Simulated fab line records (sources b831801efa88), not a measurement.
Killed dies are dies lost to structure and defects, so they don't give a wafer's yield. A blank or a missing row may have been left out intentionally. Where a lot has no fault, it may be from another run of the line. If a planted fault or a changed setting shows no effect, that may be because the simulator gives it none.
One fault seen from 2 desks -- flow gf180mcu -- numbers are kept per desk, each desk with only its own; the story behind them comes last

## AT THE METROLOGY DESK
What the gauges read for every lot (on any tool): the sampled wafers with a number, averaged. A lot is out of limits, marked OUT, if its mean lies more than 4 standard deviations from the usual mean; the brackets give that distance.
Columns: A = V4_BOW at GF_V4_BOW_MEAS_05, usual 134 um; B = MIM_CVD_05_THK at GF_MIM_THK_MEAS_06, usual 41.9 nm
lot,first seen here,A,B
L587,day 23 11:23,137,41.3
L588,day 23 16:46,126,41.9
L589,day 24 00:33,142,42.4
L590,day 24 13:55,129,41.9
L591,day 24 21:55,138,41.6
L592,day 25 06:58,132,42.8
L593,day 25 08:59,142,41.3
L595,day 26 01:04,137,41.2
L600,day 27 18:32,128,-
L601,day 28 02:08,127,-
L608,day 30 05:40,130,41.5
L609,day 30 15:56,138,41.6
L610,day 30 16:32,131,41.9
This desk's verdict: no lot among the 13 shows anything out of limits.

## THE TOOL OWNER'S DESK: cmp-01
The tool's own readings at GF_V4_CMP_26 (polishes, stops on SiO2, t overpolish 15 s, target thk 0 nm): means of the sampled wafers that have a number, for each lot that ran on this tool. A lot is out of limits, marked OUT, if its mean lies more than 4 standard deviations from the usual mean; the brackets give that distance.
Columns: A = motor_current_A at GF_V4_CMP_26, usual 11.2 A; B = overpolish_run_s at GF_V4_CMP_26, usual 15.001 s; C = time_to_endpoint_s at GF_V4_CMP_26, usual 85 s
lot,first seen here,A,B,C
L588,day 24 16:45,11.5,15.006,83
L589,day 24 23:13,10.8,15.006,81
L591,day 25 20:17,11.7,15.000,82
L593,day 26 07:44,11.4,14.992,83
L600,day 28 15:28,10.8,0.042 (-99 or more) OUT,133 (+9.4) OUT
L601,day 28 22:20,11.3,0.040 (-99 or more) OUT,129 (+8.6) OUT
This desk's verdict: out of limits on L600, L601, starting with L600 at day 28 15:28 (overpolish_run_s at GF_V4_CMP_26). L588, L589, L591, L593: within limits.

## ALL TOGETHER
An alarm could have come from the tool owner's desk at day 28 15:28, on L600, L601.
At the metrology desk, nothing out of limits was observed.
The metrology desk has L600, L601 on record, within its limits.
Of the lots named, all ran GF_V4_CMP_26 on cmp-01.

## WHAT THE SIMULATOR PUT IN
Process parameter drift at GF_V4_CMP_26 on cmp-01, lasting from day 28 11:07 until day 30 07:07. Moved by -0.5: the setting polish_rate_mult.
Shown lots that were struck: L600, L601.
Time in hours from fault onset to the first out-of-limits reading at each desk: the tool owner's desk, 4.
